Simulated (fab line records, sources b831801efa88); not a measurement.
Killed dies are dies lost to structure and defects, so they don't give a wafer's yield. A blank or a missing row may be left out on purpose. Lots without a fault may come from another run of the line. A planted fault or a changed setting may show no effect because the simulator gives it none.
Tool commonality check | flow sky130 | 12 lots, 36 wafers sampled

WHY IT WAS OPENED
At SKY_GATE_OXIDE_THK_MEAS_02 the reading GATE_OXIDE_OXIDATION_00_THK is flagged on 2 of 12 lots. Wafers without a fault read 10.19 nm, standard deviation 0.16.
Rule: a lot is flagged when every wafer of it that has a number lies more than 4 standard deviations from that mean, or none has a number. The other lots count as sound.

lot  | measured     | on            | GATE_OXIDE_OXIDATION_00_THK (nm), wafer by wafer | flag
L421 | day 13 17:47 | film_metro-01 | 10.18 10.39 10.24                                |
L423 | day 14 05:23 | film_metro-02 | 9.87 9.93 10.01                                  |
L425 | day 14 13:52 | film_metro-03 | 10.39 10.41 10.16                                |
L427 | day 15 03:43 | film_metro-03 | 10.04 10.08 10.05                                |
L428 | day 15 15:37 | film_metro-02 | 10.17 10.34 10.26                                |
L429 | day 15 23:14 | film_metro-01 | 10.08 9.95 10.18                                 |
L430 | day 16 01:49 | film_metro-01 | 10.23 10.31 10.23                                |
L432 | day 16 20:07 | film_metro-03 | 10.26 10.40 10.30                                |
L431 | day 16 20:08 | film_metro-02 | 10.36 10.43 10.33                                |
L433 | day 17 11:45 | film_metro-01 | 10.48 10.28 10.40                                |
L434 | day 18 01:52 | film_metro-03 | 12.46 12.49 12.63                                | FLAGGED
L435 | day 18 11:29 | film_metro-03 | 12.62 12.39 12.36                                | FLAGGED
The numbers of the flagged lots are 12.49 nm on average: +2.30 nm against the usual, or +14 standard deviations.

WHICH TOOL RAN EACH LOT
The record holds 2 process steps before the reading, out of a route of 708 steps. In each cell: the tool, then ch and the chambers that the sampled wafers went through, then the start.
lot  | flag    | SKY_VT_ADJUST_LVTN_STRIP_09          | SKY_GATE_OXIDE_OXIDATION_01
L421 |         | plasma_asher-04 ch 0,1, day 7 12:41  | furnace-01 ch 0, day 13 16:22
L423 |         | plasma_asher-04 ch 0,1, day 7 20:50  | furnace-02 ch 0, day 14 03:58
L425 |         | plasma_asher-02 ch 0,1, day 8 07:21  | furnace-02 ch 0, day 14 12:27
L427 |         | plasma_asher-02 ch 0,1, day 8 19:31  | furnace-02 ch 0, day 15 02:17
L428 |         | plasma_asher-02 ch 0,1, day 9 01:44  | furnace-02 ch 0, day 15 14:11
L429 |         | plasma_asher-04 ch 0,1, day 9 07:59  | furnace-01 ch 0, day 15 21:49
L430 |         | plasma_asher-01 ch 1, day 9 14:01    | furnace-01 ch 0, day 16 00:24
L432 |         | plasma_asher-04 ch 0,1, day 10 03:42 | furnace-01 ch 0, day 16 18:43
L431 |         | plasma_asher-02 ch 0,1, day 9 20:44  | furnace-01 ch 0, day 16 18:43
L433 |         | plasma_asher-01 ch 0,1, day 10 09:38 | furnace-01 ch 0, day 17 10:19
L434 | FLAGGED | plasma_asher-04 ch 0,1, day 10 17:30 | furnace-01 ch 0, day 18 00:27
L435 | FLAGGED | plasma_asher-02 ch 0,1, day 11 01:11 | furnace-01 ch 0, day 18 10:04
What these steps do:
- SKY_VT_ADJUST_LVTN_STRIP_09: strips in O2/N2.
- SKY_GATE_OXIDE_OXIDATION_01: stabilise 600 s, purge 300 s, target thk 10.268 nm.
- SKY_GATE_OXIDE_THK_MEAS_02

FLAGGED OVER TOTAL, TOOL BY TOOL (the gauges that took the reading come last)
step                        | tool            | lots run | flagged | share of the flagged lots | sound lots run after its first flagged lot
SKY_VT_ADJUST_LVTN_STRIP_09 | plasma_asher-01 | 2        | 0       | none                      | -
SKY_VT_ADJUST_LVTN_STRIP_09 | plasma_asher-02 | 5        | 1       | some                      | 0
SKY_VT_ADJUST_LVTN_STRIP_09 | plasma_asher-04 | 5        | 1       | some                      | 0
SKY_GATE_OXIDE_OXIDATION_01 | furnace-01      | 8        | 2       | all                       | 0
SKY_GATE_OXIDE_OXIDATION_01 | furnace-02      | 4        | 0       | none                      | -
SKY_GATE_OXIDE_THK_MEAS_02  | film_metro-01   | 4        | 0       | none                      | -
SKY_GATE_OXIDE_THK_MEAS_02  | film_metro-02   | 3        | 0       | none                      | -
SKY_GATE_OXIDE_THK_MEAS_02  | film_metro-03   | 5        | 2       | all                       | 0

WHAT THE TABLE ALLOWS
2 rows of the table ran every flagged lot: furnace-01 at SKY_GATE_OXIDE_OXIDATION_01, film_metro-03 at SKY_GATE_OXIDE_THK_MEAS_02.
- furnace-01 at SKY_GATE_OXIDE_OXIDATION_01: 2 of its 8 lots flagged. Its last sound lot is L433 (day 17 10:19), its first flagged lot L434 (day 18 00:27): a fault that began between those two fits.
- film_metro-03 at SKY_GATE_OXIDE_THK_MEAS_02: 2 of its 5 lots flagged. Its last sound lot is L432 (day 16 20:07), its first flagged lot L434 (day 18 01:52): a fault that began between those two fits.
Counting lots can't tell these 2 tools apart, because each fits a fault that began at some hour. More lots, or a look at what each step does to the wafer, might.

WHAT THE SIMULATOR HAD PUT IN
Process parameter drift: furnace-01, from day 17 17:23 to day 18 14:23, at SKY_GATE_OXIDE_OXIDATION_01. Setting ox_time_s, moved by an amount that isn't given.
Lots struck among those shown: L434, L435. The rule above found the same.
